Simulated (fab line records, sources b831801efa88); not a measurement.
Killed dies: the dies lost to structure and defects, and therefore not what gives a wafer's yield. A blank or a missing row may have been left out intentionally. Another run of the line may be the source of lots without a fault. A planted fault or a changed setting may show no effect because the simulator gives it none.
Which tool was responsible? :: flow sky130 :: Sampling: 12 lots, 36 wafers, 4 of 708 route steps

== WHAT THE GAUGES READ, wafer by wafer ==
SKY_LDD_HVN_TW_MEAS_10.
lot: L994
measured: day 20 19:06
on: film metro-01
LDD_HVN_TW: 1451 1450 1438

lot: L996
measured: day 21 16:27
on: film metro-01
LDD_HVN_TW: 1456 1463 1455

lot: L997
measured: day 21 20:23
on: film metro-04
LDD_HVN_TW: 1441 1430 1433

lot: L999
measured: day 22 15:23
on: film metro-02
LDD_HVN_TW: 1412 1415 1410

lot: L102
measured: day 23 21:55
on: film metro-02
LDD_HVN_TW: 1417 1419 1410

lot: L103
measured: day 24 14:46
on: film metro-04
LDD_HVN_TW: 1420 1416 1422

lot: L104
measured: day 24 17:28
on: film metro-02
LDD_HVN_TW: 1418 1418 1421

lot: L108
measured: day 25 22:49
on: film metro-02
LDD_HVN_TW: 1418 1422 1417

lot: L110
measured: day 26 17:35
on: film metro-04
LDD_HVN_TW: 1432 1427 1427

lot: L112
measured: day 27 13:20
on: film metro-04
LDD_HVN_TW: 1431 1432 1426

lot: L113
measured: day 27 21:43
on: film metro-01
LDD_HVN_TW: 1449 1451 1458

lot: L115
measured: day 28 06:02
on: film metro-04
LDD_HVN_TW: 1425 1430 1443

SKY_LDD_LDN_OVL_MEAS_07.
lot: L994
measured: day 23 08:13
on: overlay-01
LDD_LDN_OVL (nm): -2.3 -0.5 -1.6

lot: L996
measured: day 24 04:17
on: overlay-01
LDD_LDN_OVL (nm): -0.4 -1.3 -0.5

lot: L997
measured: day 24 08:20
on: overlay-02
LDD_LDN_OVL (nm): -2.3 -1.2 -1.0

lot: L999
measured: day 25 03:23
on: overlay-01
LDD_LDN_OVL (nm): 0.3 0.6 1.3

lot: L102
measured: day 26 09:16
on: overlay-02
LDD_LDN_OVL (nm): 0.5 0.2 -0.2

lot: L103
measured: day 27 00:40
on: overlay-02
LDD_LDN_OVL (nm): 112.1 112.9 112.9

lot: L104
measured: day 27 04:07
on: overlay-01
LDD_LDN_OVL (nm): 112.7 113.9 112.8

lot: L108
measured: day 28 09:02
on: overlay-02
LDD_LDN_OVL (nm): 113.8 113.5 113.3

lot: L110
measured: day 29 03:04
on: overlay-01
LDD_LDN_OVL (nm): 113.6 112.8 113.1

lot: L112
measured: day 29 22:59
on: overlay-01
LDD_LDN_OVL (nm): 0.1 -0.1 -0.2

lot: L113
measured: day 30 07:10
on: overlay-01
LDD_LDN_OVL (nm): -0.9 -0.3 -0.6

lot: L115
measured: day 30 13:50
on: overlay-01
LDD_LDN_OVL (nm): -0.9 -1.0 -0.9

== EACH LOT AND THE TOOL THAT RAN IT (in order: tool; ch and the chambers of the sampled wafers; start) ==
lot: L994
SKY_LDD_P_STRIP_10: plasma asher-01 ch 0,1, day 19 12:02
SKY_LDD_LDN_EXPOSE_04: iline stepper-02 ch 0, day 22 17:19

lot: L996
SKY_LDD_P_STRIP_10: plasma asher-03 ch 0,1, day 20 09:34
SKY_LDD_LDN_EXPOSE_04: iline stepper-01 ch 0, day 23 13:59

lot: L997
SKY_LDD_P_STRIP_10: plasma asher-02 ch 0,1, day 20 13:01
SKY_LDD_LDN_EXPOSE_04: iline stepper-02 ch 0, day 23 18:22

lot: L999
SKY_LDD_P_STRIP_10: plasma asher-02 ch 0,1, day 21 08:02
SKY_LDD_LDN_EXPOSE_04: iline stepper-02 ch 0, day 24 13:00

lot: L102
SKY_LDD_P_STRIP_10: plasma asher-01 ch 0,1, day 22 15:25
SKY_LDD_LDN_EXPOSE_04: iline stepper-02 ch 0, day 25 18:03

lot: L103
SKY_LDD_P_STRIP_10: plasma asher-03 ch 0,1, day 23 08:13
SKY_LDD_LDN_EXPOSE_04: iline stepper-02 ch 0, day 26 11:04

lot: L104
SKY_LDD_P_STRIP_10: plasma asher-03 ch 0,1, day 23 11:34
SKY_LDD_LDN_EXPOSE_04: iline stepper-02 ch 0, day 26 13:45

lot: L108
SKY_LDD_P_STRIP_10: plasma asher-02 ch 0,1, day 24 17:28
SKY_LDD_LDN_EXPOSE_04: iline stepper-02 ch 0, day 27 19:04

lot: L110
SKY_LDD_P_STRIP_10: plasma asher-02 ch 0,1, day 25 12:13
SKY_LDD_LDN_EXPOSE_04: iline stepper-02 ch 0, day 28 12:44

lot: L112
SKY_LDD_P_STRIP_10: plasma asher-02 ch 0,1, day 26 08:07
SKY_LDD_LDN_EXPOSE_04: iline stepper-01 ch 0, day 29 08:04

lot: L113
SKY_LDD_P_STRIP_10: plasma asher-02 ch 0,1, day 26 16:38
SKY_LDD_LDN_EXPOSE_04: iline stepper-01 ch 0, day 29 16:25

lot: L115
SKY_LDD_P_STRIP_10: plasma asher-02 ch 0,1, day 27 00:59
SKY_LDD_LDN_EXPOSE_04: iline stepper-01 ch 0, day 30 00:35
- SKY_LDD_P_STRIP_10: strips in O2/N2.
- SKY_LDD_LDN_EXPOSE_04: exposes mask LDNTM, target cd 700 nm.

== WHAT THE TOOLS THEMSELVES READ (means of the sampled wafers that have a number; where no wafer has one, the mark that the record gives instead) ==
SKY_LDD_P_STRIP_10.
lot: L994
tool: plasma asher-01
drypump motor current A (A): 6.4
oes product au (a.u.): 0.719
strip time to endpoint s (s): 14.19

lot: L996
tool: plasma asher-03
drypump motor current A (A): 5.6
oes product au (a.u.): 0.714
strip time to endpoint s (s): 14.16

lot: L997
tool: plasma asher-02
drypump motor current A (A): 5.9
oes product au (a.u.): 0.717
strip time to endpoint s (s): 14.21

lot: L999
tool: plasma asher-02
drypump motor current A (A): 5.7
oes product au (a.u.): 0.715
strip time to endpoint s (s): 14.22

lot: L102
tool: plasma asher-01
drypump motor current A (A): 6.3
oes product au (a.u.): 0.714
strip time to endpoint s (s): 14.20

lot: L103
tool: plasma asher-03
drypump motor current A (A): 5.6
oes product au (a.u.): 0.714
strip time to endpoint s (s): 14.20

lot: L104
tool: plasma asher-03
drypump motor current A (A): 5.8
oes product au (a.u.): 0.720
strip time to endpoint s (s): 14.19

lot: L108
tool: plasma asher-02
drypump motor current A (A): 5.7
oes product au (a.u.): 0.718
strip time to endpoint s (s): 14.25

lot: L110
tool: plasma asher-02
drypump motor current A (A): 5.7
oes product au (a.u.): 0.715
strip time to endpoint s (s): 14.19

lot: L112
tool: plasma asher-02
drypump motor current A (A): 5.7
oes product au (a.u.): 0.716
strip time to endpoint s (s): 14.20

lot: L113
tool: plasma asher-02
drypump motor current A (A): 5.9
oes product au (a.u.): 0.714
strip time to endpoint s (s): 14.21

lot: L115
tool: plasma asher-02
drypump motor current A (A): 5.9
oes product au (a.u.): 0.716
strip time to endpoint s (s): 14.17

SKY_LDD_LDN_EXPOSE_04.
lot: L994
tool: iline stepper-02
reticle temp C (C): 22.86
stage vel mm s (mm/s): 500.03

lot: L996
tool: iline stepper-01
reticle temp C (C): 23.02
stage vel mm s (mm/s): 500.03

lot: L997
tool: iline stepper-02
reticle temp C (C): 23.23
stage vel mm s (mm/s): 499.70

lot: L999
tool: iline stepper-02
reticle temp C (C): 22.87
stage vel mm s (mm/s): 499.89

lot: L102
tool: iline stepper-02
reticle temp C (C): 22.98
stage vel mm s (mm/s): 500.20

lot: L103
tool: iline stepper-02
reticle temp C (C): 22.94
stage vel mm s (mm/s): 500.11

lot: L104
tool: iline stepper-02
reticle temp C (C): 22.96
stage vel mm s (mm/s): 499.69

lot: L108
tool: iline stepper-02
reticle temp C (C): 23.01
stage vel mm s (mm/s): 499.86

lot: L110
tool: iline stepper-02
reticle temp C (C): 23.03
stage vel mm s (mm/s): 500.00

lot: L112
tool: iline stepper-01
reticle temp C (C): 23.04
stage vel mm s (mm/s): 500.09

lot: L113
tool: iline stepper-01
reticle temp C (C): 22.99
stage vel mm s (mm/s): 500.09

lot: L115
tool: iline stepper-01
reticle temp C (C): 22.99
stage vel mm s (mm/s): 499.74

== THE ANSWER, worked out from the rows above alone ==
Rule: what is usual is taken from the lots themselves. The widest of any qualifying gaps counts: lots, ordered by their means at a reading, are off when they make up no more than a third of the lots, leave a main group of 4 or more, and stand apart from it by 3 or more times the standard deviation of that group's means. A main group is skipped when, at the precision printed for the reading in the tables above, its means are all equal. A lot without any number at a reading at which 4 lots or more have one is off too. Where the step has rows for the other lots, those lots are counted as sound. Order of review: gauges by route order, followed by the tools' own readings, for which a lot's mean as printed above is used. The first step at which some lot is off is used, and at that step the reading that is off furthest; a lot without a number counts as furthest.
Off: at SKY_LDD_LDN_OVL_MEAS_07 (LDD_LDN_OVL), L103, L104, L108, L110. Mean -0.5 nm and standard deviation 0.73 in the main group.
If a tool, at a process step before that reading, ran all the lots that are off and no sound lot after the first of them, it fits. Gauges at SKY_LDD_LDN_OVL_MEAS_07: tried the same way as those tools. One candidate fits, namely iline stepper-02 at SKY_LDD_LDN_EXPOSE_04. Its last sound lot is L102 (day 25 18:03), its first lot that is off L103 (day 26 11:04): a fault that began between those two fits.

== WHAT WAS PUT IN BY THE SIMULATOR ==
Scanner matching overlay: iline stepper-02, from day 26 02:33 on, at SKY_LDD_LDN_EXPOSE_04. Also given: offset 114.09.
Struck lots among those shown: L103, L104, L108, L110. Same finding as the rule above.
